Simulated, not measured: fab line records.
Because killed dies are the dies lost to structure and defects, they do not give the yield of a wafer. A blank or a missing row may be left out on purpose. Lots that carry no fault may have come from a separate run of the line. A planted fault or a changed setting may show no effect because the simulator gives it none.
A struck lot beside a sound one + flow sky130 + 15 out of 708 route steps
Sound: these wafers, L393.1, L393.2, L393.6. Wafers L400.2, L400.3, L400.4 were the ones struck. The cause comes at the end.
At each step with rows: each side's tool, then ch and its chambers, then its first start. Under that, the readings that differ: sound wafers + struck wafers + difference of the means + sigmas: that difference in standard deviations of wafers without a fault.
alike: a reading whose means differ by less than 2 such deviations, as well as words and numbers matching on both sides. not compared: withheld readings; readings where some wafer has no value; bounds like >300 that might hide an equal value; numbers whose values overlap and for which the record gives no deviation.
A row with sigmas, a row that says differs or no value, or rows on one side alone: a step with any of these is where the two part. Non-overlapping numbers with no deviation appear without sigmas and do not part them. A reading missing from all wafers of one side parts the sides only when that side holds two or more wafers.

SKY_METAL3_STRIP_19: strips in O2/N2.
  sound on plasma-asher-01 ch 0,1, day 40 01:26; struck on plasma-asher-04 ch 0,1, day 42 08:37
  alike: drypump-motor-current-A, o2-flow-sccm, oes-product-au, strip-time-to-endpoint-s
  not compared: rf-hours-counter-h
then, 4 steps without rows for these wafers: SKY_METAL3_STRIP_20 (strips in post etch residue remover, time 1200 s); SKY_METAL3_CLEAN_21 (cleans in IPA, time 180 s); SKY_METAL3_CLEAN_22 (cleans in O3/DIW); SKY_VIA3_HDPCVD_00 (deposits SiO2, target thk 1635 nm, time 272.5 s).
SKY_VIA3_THK_MEAS_01:
  sound on film-metro-02, day 40 02:17; struck on film-metro-04, day 42 09:23
  alike: VIA3_HDPCVD_THK
SKY_VIA3_CMP_02: polishes SiO2.
  sound on cmp-02 ch 0,1,3, day 40 02:20; struck on cmp-01 ch 1,2,3, day 42 09:43
  alike: motor-current-A
SKY_VIA3_BOW_MEAS_03:
  sound on film-metro-02, day 40 02:38; struck on film-metro-02, day 42 10:02
  alike: VIA3_BOW
then, 4 steps without rows for these wafers: SKY_VIA3_DEHYDRATE_04 (time 60 s); SKY_VIA3_HMDS_05 (prime time 60 s); SKY_VIA3_COAT_06 (resist thk 60 nm); SKY_VIA3_COAT_07 (resist thk 450 nm).
SKY_VIA3_SOFTBAKE_08: time 90 s.
  sound on litho-track-01 ch 0, day 40 14:00; struck on litho-track-02 ch 0, day 42 21:00
| reading                  | sound                | struck               | difference | sigmas |
|--------------------------|----------------------|----------------------|------------|--------|
| heater-power-total-W (W) | 57.46 57.49 57.28    | 58.33 58.38 58.55    | +1.01      | +9     |
| run-length-s (s)         | 119.14 118.90 119.07 | 114.21 114.40 114.38 | -4.71      | -21    |
then, 1 step without rows for these wafers: SKY_VIA3_EXPOSE_09 (exposes mask VIM3, target cd 200 nm).
-- the record jumps here: 6 days lie between the struck wafers' starts before and after (it left off in module VIA3 and takes up again in module PAD_OPEN, whose first step shown is number 708 of the route) --
SKY_PAD_OPEN_PROBE_99:
  sound on prober-01, day 47 00:23; struck on prober-02, day 48 21:28
  alike: defect-limited-yield, killed_at_M0_to_M3, killed_at_M4_up, killed-at-contacts, killed-at-front-end, killed-at-other, killed-dies, killed-open, killed-short, sort_bin_3_pad_short, sort_bin_5_function, sort_bin_6_memory, sort-n-pass, sort-yield-pct

## WHERE THEY PART
SKY_VIA3_SOFTBAKE_08 only, going by this record. Later steps at which nothing parts them and some readings are alike: SKY_PAD_OPEN_PROBE_99.

WHY: the cause the simulator had injected
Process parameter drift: litho-track-02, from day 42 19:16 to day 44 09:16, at SKY_VIA3_SOFTBAKE_08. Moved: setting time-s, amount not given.
